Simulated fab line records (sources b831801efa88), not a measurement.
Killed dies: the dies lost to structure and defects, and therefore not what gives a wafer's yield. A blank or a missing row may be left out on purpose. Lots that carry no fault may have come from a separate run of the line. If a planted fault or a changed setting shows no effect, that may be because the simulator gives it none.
What tool caused it? ; flow sky130 ; 18 wafers from 6 lots sampled at 2 of the route's 708 steps

== WHAT THE GAUGES READ, wafer by wafer ==
SKY_GATE_OXIDE_THK_MEAS_02.
lot;measured;on;GATE_OXIDE_OXIDATION_00_THK (nm)
L787;day 13 12:37;film-metro-04;10.42 10.56 10.40
L790;day 14 12:01;film-metro-03;10.08 10.20 10.14
L792;day 15 05:16;film-metro-04;10.18 10.23 10.20
L794;day 15 22:32;film-metro-04;10.25 10.24 10.45
L798;day 17 03:44;film-metro-04;10.08 10.23 10.38
L805;day 20 05:57;film-metro-04;10.78 10.71 10.54

== WHAT TOOL EACH LOT RAN ON (gives the tool, then ch and the chambers of the sampled wafers, and finally the start) ==
lot;SKY_SONOS_ONO_STRIP_17
L787;plasma-asher-04 ch 0,1, day 13 10:34
L790;plasma-asher-04 ch 0,1, day 14 09:07
L792;plasma-asher-04 ch 0,1, day 15 02:12
L794;plasma-asher-01 ch 0,1, day 15 20:54
L798;plasma-asher-02 ch 0,1, day 17 01:27
L805;plasma-asher-02 ch 0,1, day 20 03:51
- SKY_SONOS_ONO_STRIP_17: strips in O2/N2.

== THE ANSWER, worked out from the rows above alone ==
Rule: the lots themselves supply what counts as usual. The widest of any qualifying gaps counts: lots, ordered by their means at a reading, are off when they make up no more than a third of the lots, leave a main group of 4 or more, and stand apart from it by 3 or more times the standard deviation of that group's means. Not used: any main group whose means are identical at the precision the tables above print for the reading. A lot without any number at a reading at which 4 lots or more have one is off too. All remaining lots with rows at the step are treated as sound.
Across all readings shown, no lot is off: no conclusion can be drawn from this.

== WHAT WAS PUT IN BY THE SIMULATOR ==
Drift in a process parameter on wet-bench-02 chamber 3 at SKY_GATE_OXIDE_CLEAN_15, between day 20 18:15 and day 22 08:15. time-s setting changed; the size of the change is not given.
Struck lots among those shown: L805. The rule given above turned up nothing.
